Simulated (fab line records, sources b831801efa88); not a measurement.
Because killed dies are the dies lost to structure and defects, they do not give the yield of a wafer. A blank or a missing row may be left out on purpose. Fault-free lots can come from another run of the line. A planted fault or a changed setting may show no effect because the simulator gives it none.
One fault through the eyes of 2 desks | flow gf180mcu | each desk holds nothing but its own numbers, with what lay behind them at the end

## METROLOGY DESK
Lot by lot, what the gauges showed, no matter which tool ran the lot: averages of those sampled wafers that carry a number. If a lot's mean is further than 4 standard deviations from the usual mean, the lot is out of limits and carries the mark OUT (the distance appears in the brackets).
Columns: A = STI_OXIDATION_02_THK at GF_STI_THK_MEAS_30, usual 9.91 nm; B = MVPSD_TW at GF_MVPSD_TW_MEAS_11, usual 557.7
lot  | first seen here | A               | B
L823 | day 2 07:24     | 9.65            | 556.2
L824 | day 2 12:28     | 9.92            | 557.2
L826 | day 2 21:56     | 9.74            | 557.8
L828 | day 3 10:06     | 10.05           | 556.5
L829 | day 3 15:05     | 9.96            | 561.4
L830 | day 3 19:19     | 9.81            | 555.9
L835 | day 4 20:17     | 15.32 (+28) OUT | 558.8
L836 | day 5 00:37     | 15.48 (+29) OUT | 559.9
L840 | day 5 22:52     | 15.69 (+30) OUT | 559.0
L842 | day 6 11:51     | 9.89            | 557.5
L845 | day 6 22:56     | 10.01           | 556.2
L846 | day 7 03:55     | 10.27           | 558.9
Finding of this desk: L835, L836, L840 out of limits, first seen on L835 at day 4 20:17 (STI_OXIDATION_02_THK at GF_STI_THK_MEAS_30). L823, L824, L826, L828, L829, L830, L842, L845, L846: within limits.

## FOR THE TOOL OWNER'S DESK: furnace-02
The tool's own readings at GF_STI_OXIDATION_29 (stabilise 600 s, purge 300 s, target thk 10 nm): means of the sampled wafers that have a number, for each lot that ran on this tool. If a lot's mean is further than 4 standard deviations from the usual mean, the lot is out of limits and carries the mark OUT (the distance appears in the brackets).
Columns: A = zonePowerLowerPct at GF_STI_OXIDATION_29, usual 17.6 %
lot  | first seen here | A
L823 | day 2 06:00     | 18.9
L824 | day 2 11:04     | 18.8
L829 | day 3 13:40     | 18.9
L830 | day 3 17:54     | 19.1
L835 | day 4 18:54     | 18.9
L836 | day 4 23:11     | 18.9
L840 | day 5 21:28     | 19.0
Finding of this desk: none of the 7 lots has anything out of limits.

## TAKEN TOGETHER
On L835, L836, L840, the metrology desk was in a position to raise an alarm at day 4 20:17.
Nothing out of limits was seen by the tool owner's desk.
The tool owner's desk has L835, L836, L840 on record, within its limits.
The lots listed all ran GF_STI_OXIDATION_29 on furnace-02.

## WHAT HAD BEEN PUT IN BY THE SIMULATOR
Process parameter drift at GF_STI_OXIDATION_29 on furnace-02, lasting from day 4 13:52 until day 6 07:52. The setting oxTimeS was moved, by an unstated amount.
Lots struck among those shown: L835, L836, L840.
Time in hours between the start of the fault and the first out-of-limits reading at each desk: metrology desk, 6.
